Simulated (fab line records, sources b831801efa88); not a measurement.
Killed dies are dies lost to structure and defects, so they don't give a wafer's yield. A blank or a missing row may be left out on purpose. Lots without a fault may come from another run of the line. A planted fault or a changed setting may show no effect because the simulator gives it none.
Split-lot experiment | flow sky130 | 5 lots, 23 wafers read, on a route of 708 steps

THE SPLIT
At SKY_LOCAL_INTERCONNECT_SPUTTER_00 (material TiN, target thk 100 nm, time 83.3 s), the setting time_s was moved away from the recipe's 83.3 s on 6 of the 23 wafers read, by -12.8% to +12.6%. The other wafers ran this setting at the recipe's value.

FROM THE SPLIT TO THE READING: what the file shows between them, 1 step
- SKY_LOCAL_INTERCONNECT_RS_MEAS_01: measures by four-point-probe

THE READING
LOCAL_INTERCONNECT_TIN_THK, in nm, at SKY_LOCAL_INTERCONNECT_THK_MEAS_02 (measures by xrf). Fault-free wafers of this fab line usually give 102.1 nm, standard deviation 1.8 nm.

wafer  | tool, chamber at the split | time_s as run, s | against the recipe | LOCAL_INTERCONNECT_TIN_THK, nm | against lot-mates on the recipe
L075.1 | pvd_sputter-02, -          | 83.3             | recipe             | 103.3                          | -
L075.2 | pvd_sputter-02, -          | 83.3             | recipe             | 102.8                          | -
L075.4 | pvd_sputter-02, -          | 83.3             | recipe             | 104.2                          | -
L075.5 | pvd_sputter-02, -          | 83.3             | recipe             | 104.4                          | -
L075.6 | pvd_sputter-02, -          | 83.3             | recipe             | 102.8                          | -
L078.1 | pvd_sputter-02, -          | 83.3             | recipe             | 101.4                          | -
L078.4 | pvd_sputter-02, -          | 83.3             | recipe             | 103.2                          | -
L078.6 | pvd_sputter-02, -          | 83.3             | recipe             | 103.1                          | -
L079.1 | pvd_sputter-03, -          | 83.3             | recipe             | 101.8                          | -
L079.3 | pvd_sputter-03, -          | 83.3             | recipe             | 101.1                          | -
L079.4 | pvd_sputter-03, -          | 83.3             | recipe             | 101.5                          | -
L079.5 | pvd_sputter-03, -          | 83.3             | recipe             | 100.4                          | -
L079.6 | pvd_sputter-03, -          | 83.3             | recipe             | 101.3                          | -
L084.1 | pvd_sputter-01, -          | 83.3             | recipe             | 99.5                           | -
L084.3 | pvd_sputter-01, -          | 93.83            | +12.6%             | 112.0                          | +13.5
L084.4 | pvd_sputter-01, -          | 83.3             | recipe             | 97.6                           | -
L084.5 | pvd_sputter-01, -          | 93.83            | +12.6%             | 112.4                          | +13.9
L084.6 | pvd_sputter-01, -          | 93.83            | +12.6%             | 112.5                          | +14.0
L085.1 | pvd_sputter-02, -          | 83.3             | recipe             | 102.3                          | -
L085.2 | pvd_sputter-02, -          | 72.63            | -12.8%             | 89.5                           | -12.7
L085.3 | pvd_sputter-02, -          | 72.63            | -12.8%             | 89.7                           | -12.5
L085.4 | pvd_sputter-02, -          | 72.63            | -12.8%             | 88.0                           | -14.2
L085.6 | pvd_sputter-02, -          | 83.3             | recipe             | 102.1                          | -

THE FIT
A straight line over all 23 wafers: LOCAL_INTERCONNECT_TIN_THK changes by +0.913 nm for each +1% of time_s; r = +0.97; the points scatter about the line by 1.6 nm.
The same after taking each lot's own level away (the mean of its wafers on the recipe; 23 wafers): +1.06 nm for each +1%; r = +1.00; scatter 0.69 nm.
On that fit, the largest move of time_s shifts the reading by 14 nm.
The lots' own levels span 98.55 to 103.50 nm, that is 2.8 times the standard deviation above.
So the lot-to-lot level changes the slope: the two fits differ.
Check: with one of the wafers moved furthest among these (-12.8%) left out of the fit, the line predicts -13.6 nm for it against its lot-mates. It came out at -12.7 nm against them.

OTHER SPLITS ON THESE WAFERS
These wafers also went through other splits before the reading. Each is held against what the fit with the lots' levels taken away leaves over:
other split on the same wafers                | wafers away from the commonest value | r with LOCAL_INTERCONNECT_TIN_THK (lot level and that fit taken away)
SKY_LI_CONTACT_HDPCVD_00 time_s               | 8                                    | -0.07
SKY_LI_CONTACT_EXPOSE_09 dose_mj              | 7                                    | +0.08
SKY_LI_CONTACT_SPUTTER_19 chamber_pressure_pa | 10                                   | +0.01

THE WHOLE CHAIN: every reading that the file lists as answering this split, in the file's order
step                               | what it does                                 | reading                                                                                      | change (the file's fit)              | r (the file's)
SKY_LOCAL_INTERCONNECT_SPUTTER_00  | material TiN, target thk 100 nm, time 83.3 s | TiN_of_LOCAL_INTERCONNECT_SPUTTER_00.thk_nm (the simulator's own value, which no gauge read) | +1.06 nm for each +1% of the setting | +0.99
SKY_LOCAL_INTERCONNECT_RS_MEAS_01  | measures by four-point-probe                 | LOCAL_INTERCONNECT_TIN_RS                                                                    | -0.157 for each +1% of the setting   | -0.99
SKY_LOCAL_INTERCONNECT_THK_MEAS_02 | measures by xrf                              | LOCAL_INTERCONNECT_TIN_THK                                                                   | +1.06 for each +1% of the setting    | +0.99

THE FILE'S OWN FIT
LOCAL_INTERCONNECT_TIN_THK changes by +1.06 nm for each +1% of time_s, r = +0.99.
